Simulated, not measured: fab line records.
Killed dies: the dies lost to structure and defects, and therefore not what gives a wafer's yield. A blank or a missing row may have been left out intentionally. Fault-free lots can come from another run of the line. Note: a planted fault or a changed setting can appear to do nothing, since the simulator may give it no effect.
What tool caused it? || flow sky130 || route of 708 steps, sampled at 1 step: 12 lots, 36 wafers

## WHAT THE GAUGES SHOWED, per wafer
SKY_VT_ADJUST_HVTR_OVL_MEAS_08.
{"lot": "L075", "measured": "day 9 20:14", "on": "overlay-02", "VT_ADJUST_HVTR_OVL (nm)": "-2.1 0.4 0.5"}
{"lot": "L077", "measured": "day 10 08:25", "on": "overlay-01", "VT_ADJUST_HVTR_OVL (nm)": "-1.8 -1.7 -1.7"}
{"lot": "L080", "measured": "day 11 07:20", "on": "overlay-02", "VT_ADJUST_HVTR_OVL (nm)": "2.9 -0.3 1.6"}
{"lot": "L081", "measured": "day 11 16:17", "on": "overlay-02", "VT_ADJUST_HVTR_OVL (nm)": "0.6 0.2 -1.5"}
{"lot": "L083", "measured": "day 12 06:53", "on": "overlay-02", "VT_ADJUST_HVTR_OVL (nm)": "0.6 3.4 0.1"}
{"lot": "L085", "measured": "day 12 22:58", "on": "overlay-02", "VT_ADJUST_HVTR_OVL (nm)": "1.9 3.5 1.3"}
{"lot": "L087", "measured": "day 13 10:04", "on": "overlay-01", "VT_ADJUST_HVTR_OVL (nm)": "0.3 1.9 -0.6"}
{"lot": "L089", "measured": "day 14 00:29", "on": "overlay-01", "VT_ADJUST_HVTR_OVL (nm)": "-0.9 -0.3 -1.1"}
{"lot": "L091", "measured": "day 14 15:14", "on": "overlay-01", "VT_ADJUST_HVTR_OVL (nm)": "1.4 0.3 2.8"}
{"lot": "L093", "measured": "day 15 08:58", "on": "overlay-02", "VT_ADJUST_HVTR_OVL (nm)": "0.9 2.2 0.3"}
{"lot": "L095", "measured": "day 15 21:19", "on": "overlay-02", "VT_ADJUST_HVTR_OVL (nm)": "-1.2 -1.1 -0.7"}
{"lot": "L097", "measured": "day 16 11:07", "on": "overlay-02", "VT_ADJUST_HVTR_OVL (nm)": "0.6 -0.3 -1.9"}

## WHAT TOOL EACH LOT RAN ON (gives the tool, then ch and the chambers of the sampled wafers, and finally the start)
Before these readings, the record contains no process step.

## THE ANSWER, worked out from the rows above alone
Rule: the lots themselves supply what counts as usual. The widest of any qualifying gaps counts: lots, ordered by their means at a reading, are off when they make up no more than a third of the lots, leave a main group of 4 or more, and stand apart from it by 3 or more times the standard deviation of that group's means. Not used: any main group whose means are identical at the precision the tables above print for the reading. Also off: a lot with no number at a reading for which 4 or more lots have one. All remaining lots with rows at the step are treated as sound.
Nothing can be told from this: no lot is off at any reading shown.

## WHAT HAD BEEN PUT IN BY THE SIMULATOR
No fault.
